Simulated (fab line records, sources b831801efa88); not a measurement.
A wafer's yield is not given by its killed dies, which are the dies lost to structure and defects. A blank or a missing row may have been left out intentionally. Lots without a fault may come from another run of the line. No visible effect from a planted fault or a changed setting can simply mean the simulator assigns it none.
Struck lot and sound lot, side by side | flow sky130 | 21 out of 708 route steps
Sound: wafers L363.1, L363.2, L363.4. Wafers struck: L377.4, L377.5, L377.6. At the end, the cause is stated.
Order at every step that has rows: each side's tool, ch and its chambers, its first start. Under that, the readings that differ: sound wafers | struck wafers | difference of the means | sigmas: that difference in standard deviations of wafers without a fault.
alike: a reading whose means differ by less than 2 such deviations, as well as words and numbers matching on both sides. not compared: withheld readings; readings where some wafer has no value; bounds like >300 that might hide an equal value; numbers whose values overlap and for which the record gives no deviation.
A row with sigmas, a row that says differs or no value, or rows on one side alone: a step with any of these is where the two part. When numbers do not overlap yet have no deviation, they are printed without sigmas and do not part them. Lack of a reading on every wafer of one side parts them only where that side has two or more wafers.

first, 1 step without rows for these wafers: SKY_RES_XHIGH_IMPLANT_07.
SKY_RES_XHIGH_STRIP_08: strips in O2/N2.
  sound on plasma-asher-01 ch 0,1, day 28 00:32; struck on plasma-asher-04 ch 0,1, day 32 14:32
  alike: drypump-motor-current-A, oes-product-au, strip-time-to-endpoint-s
  not compared: rf-hours-counter-h
SKY_RES_XHIGH_TW_MEAS_09:
  sound: film-metro-02 at day 28 00:38; struck: film-metro-03 at day 32 14:38
  alike: RES_XHIGH_TW
then, 7 steps without rows for these wafers: SKY_SD_N_DEHYDRATE_00 (time 60 s); SKY_SD_N_HMDS_01 (prime time 60 s); SKY_SD_N_COAT_02 (resist thk 1140 nm); SKY_SD_N_SOFTBAKE_03 (time 60 s); SKY_SD_N_EXPOSE_04 (exposes mask NSDM, target cd 380 nm); SKY_SD_N_PEB_05; SKY_SD_N_DEVELOP_06 (develop time 60 s).
SKY_SD_N_CD_MEAS_07: target cd 380 nm.
  sound: cd-sem-02 at day 29 04:52; struck: cd-sem-01 at day 33 16:49
  alike: cd-nm
SKY_SD_N_OVL_MEAS_08:
  sound: overlay-02 at day 29 04:59; struck: overlay-01 at day 33 16:53
  alike: SD_N_OVL
SKY_SD_N_IMPLANT_09:
  sound on implanter-03 ch 0, day 29 05:01; struck on implanter-03 ch 0, day 33 16:59
  reading       | sound                         | struck                        | difference | sigmas
  dose-ions-cm2 | 3.996e+15 3.997e+15 3.995e+15 | 3.697e+15 3.708e+15 3.708e+15 | -2.917e+14 | -65
  alike: end-station-pressure-torr
following that, these wafers have no rows for 1 step: SKY_SD_N_IMPLANT_10.
SKY_SD_N_STRIP_11: strips in O2/N2.
  sound on plasma-asher-04 ch 0,1, day 29 05:19; struck on plasma-asher-04 ch 0,1, day 33 17:14
  reading                      | sound             | struck            | difference | sigmas
  strip-time-to-endpoint-s (s) | 22.51 22.52 22.53 | 22.27 22.28 22.33 | -0.23      | -6
  alike: drypump-motor-current-A, oes-product-au
  not compared: rf-hours-counter-h
SKY_SD_N_TW_MEAS_12:
  sound: film-metro-01 at day 29 05:25; struck: film-metro-02 at day 33 17:20
  alike: SD_N_TW
then, 1 step without rows for these wafers: SKY_SD_N_CLEAN_13 (cleans in SC1/SC2, time 150 s).
SKY_SD_N_RTA_14: time 2 s.
  sound on rtp-anneal-01 ch 0, day 29 05:32; struck on rtp-anneal-02 ch 0, day 33 17:27
  alike: lamp-power-pct, wafer_temp_C_max
SKY_SD_N_RS_MEAS_16: the measuring method here is four-point-probe.
  sound: film-metro-01 at day 29 05:42; struck: film-metro-01 at day 33 18:01
  reading          | sound             | struck            | difference | sigmas
  SD_N_RS (ohm/sq) | 68.60 68.63 68.70 | 69.18 68.93 69.07 | +0.42      | +3
  not compared: hold
SKY_SD_N_RS_MEAS_17: the measuring method here is four-point-probe.
  sound: film-metro-01 at day 29 05:49; struck: film-metro-01 at day 33 22:06
  reading | sound | struck                                                                     | difference                   | sigmas
  hold    | - - - | await-dispo/4.0h/release await-dispo/4.0h/release await-dispo/4.0h/release | no value on the sound wafers |
  alike: SD_P_RS
-- here the record skips 16 days between the struck wafers' starts before and after, leaving off in module SD_N and picking up in module PAD_OPEN (first step shown: number 708 of the route) --
SKY_PAD_OPEN_PROBE_99:
  sound: prober-01 at day 46 18:50; struck: prober-02 at day 49 21:59
  alike: killed_at_M0_to_M3, killed_at_M4_up, killed-at-contacts, killed-at-front-end, killed-at-other, killed-dies, killed-open, killed-short
  not compared: model.etest.res-ndiff-hv.rs-ohm-sq, model.etest.res-ndiff.rs-ohm-sq

== WHERE THEY PART ==
First at SKY_SD_N_IMPLANT_09; last, within this record, at SKY_SD_N_RS_MEAS_17. Later steps at which nothing parts them and some readings are alike: SKY_PAD_OPEN_PROBE_99.

WHY: what the simulator had put in
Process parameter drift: implanter-03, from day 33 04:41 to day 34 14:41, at SKY_SD_N_IMPLANT_09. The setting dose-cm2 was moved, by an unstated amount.
